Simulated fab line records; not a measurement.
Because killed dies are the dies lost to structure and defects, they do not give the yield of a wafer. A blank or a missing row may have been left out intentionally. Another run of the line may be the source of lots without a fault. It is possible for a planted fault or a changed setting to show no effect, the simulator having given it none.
A single fault, viewed from 2 desks -- flow gf180mcu -- each desk holds nothing but its own numbers, with what lay behind them at the end

THE TOOL OWNER'S DESK: pecvd-01
The tool's own readings at GF_CONTACT_CVD_02 (deposits SiO2 from TEOS, target thk 860 nm, time 95.992 s): means of the sampled wafers that have a number, for each lot that ran on this tool. Marked OUT: a lot whose mean sits more than 4 standard deviations from the usual mean, which makes it out of limits; the brackets give that distance.
Columns: A = heater_power_w at GF_CONTACT_CVD_02, usual 664 W
lot,first seen here,A
L755,day 15 18:28,687
L758,day 16 12:45,673
L762,day 18 03:44,682
L768,day 20 10:58,712
This desk's verdict: no lot among the 4 shows anything out of limits.

FROM THE METROLOGY DESK
Lot by lot, what the gauges showed, no matter which tool ran the lot: averages of those sampled wafers that carry a number. Marked OUT: a lot whose mean sits more than 4 standard deviations from the usual mean, which makes it out of limits; the brackets give that distance.
Columns: A = MVPSD_OVL at GF_MVPSD_OVL_MEAS_07, usual 1.2 nm; B = CONTACT_CVD_02_THK at GF_CONTACT_THK_MEAS_03, usual 860 nm
lot,first seen here,A,B
L755,day 5 08:34,2.6,863
L757,day 5 17:49,1.1,854
L758,day 5 23:19,3.1,864
L760,day 6 12:36,1.4,863
L761,day 6 18:57,1.2,855
L762,day 7 00:22,0.5,863
L764,day 7 12:37,2.2,852
L768,day 8 14:09,0.1,898
L772,day 9 12:17,0.3,843
L775,day 10 05:35,0.9,866
L776,day 10 10:42,1.1,863
L777,day 10 16:29,1.2,865
This desk's verdict: no lot among the 12 shows anything out of limits.

PUT TOGETHER
The tool owner's desk saw nothing out of limits.
Nothing out of limits was seen by the metrology desk.

WHAT THE SIMULATOR PUT IN
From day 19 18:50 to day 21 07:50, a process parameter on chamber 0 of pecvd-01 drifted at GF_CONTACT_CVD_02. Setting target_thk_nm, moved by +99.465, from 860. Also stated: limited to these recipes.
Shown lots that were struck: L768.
